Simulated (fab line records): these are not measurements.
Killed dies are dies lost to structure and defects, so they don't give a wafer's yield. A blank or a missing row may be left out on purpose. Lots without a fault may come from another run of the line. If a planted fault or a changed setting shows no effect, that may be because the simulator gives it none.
Which tool did it? + flow sky130 + 14 lots (42 wafers sampled), 1 step of a 708-step route

## WHAT THE GAUGES SHOWED, per wafer
SKY_FIELD_ISO_CD_MEAS_13: the cd target is 150 nm.
| lot  | measured    | on        | cd_nm (nm)        |
|------|-------------|-----------|-------------------|
| L722 | day 2 04:25 | cd_sem-01 | 150.8 148.6 149.2 |
| L723 | day 2 08:59 | cd_sem-01 | 148.7 147.1 148.7 |
| L724 | day 2 15:59 | cd_sem-02 | 149.6 151.2 149.6 |
| L727 | day 3 07:22 | cd_sem-01 | 148.0 147.6 146.4 |
| L728 | day 3 10:44 | cd_sem-01 | 151.2 151.3 149.9 |
| L732 | day 4 11:53 | cd_sem-01 | 151.7 152.8 152.7 |
| L733 | day 4 12:28 | cd_sem-02 | 152.0 151.6 152.8 |
| L734 | day 5 00:17 | cd_sem-01 | 150.5 151.3 150.6 |
| L736 | day 5 06:08 | cd_sem-02 | 150.5 151.4 151.7 |
| L738 | day 5 17:02 | cd_sem-02 | 146.9 147.6 149.7 |
| L740 | day 6 06:17 | cd_sem-02 | 151.3 149.5 150.8 |
| L741 | day 6 08:14 | cd_sem-02 | 147.9 148.4 147.8 |
| L742 | day 6 14:16 | cd_sem-02 | 149.2 149.4 148.5 |
| L743 | day 6 20:02 | cd_sem-02 | 148.7 151.4 148.2 |

## WHICH TOOL RAN EACH LOT (tool, then ch and the chambers of the sampled wafers, then the start)
Record: no process step prior to these readings.

## WHAT THE TOOLS THEMSELVES READ (means of the sampled wafers that have a number; where no wafer has one, the mark that the record gives instead)
The record holds no such reading with a usual standard deviation.

## THE ANSWER, worked out from the rows above alone
Rule: the lots themselves supply what counts as usual. The widest of any qualifying gaps counts: lots, ordered by their means at a reading, are off when they make up no more than a third of the lots, leave a main group of 4 or more, and stand apart from it by 3 or more times the standard deviation of that group's means. A main group whose means are all the same, to the digits that the tables above print for the reading, isn't used. Also off: a lot with no number at a reading for which 4 or more lots have one. All remaining lots with rows at the step are treated as sound. Order of review: gauges by route order, followed by the tools' own readings, for which a lot's mean as printed above is used. At the first step where some lot is off, the reading lying furthest off is the one used; lots without a number count as furthest.
None of the lots is off at any reading shown; this tells nothing.

## WHAT WAS PUT IN BY THE SIMULATOR
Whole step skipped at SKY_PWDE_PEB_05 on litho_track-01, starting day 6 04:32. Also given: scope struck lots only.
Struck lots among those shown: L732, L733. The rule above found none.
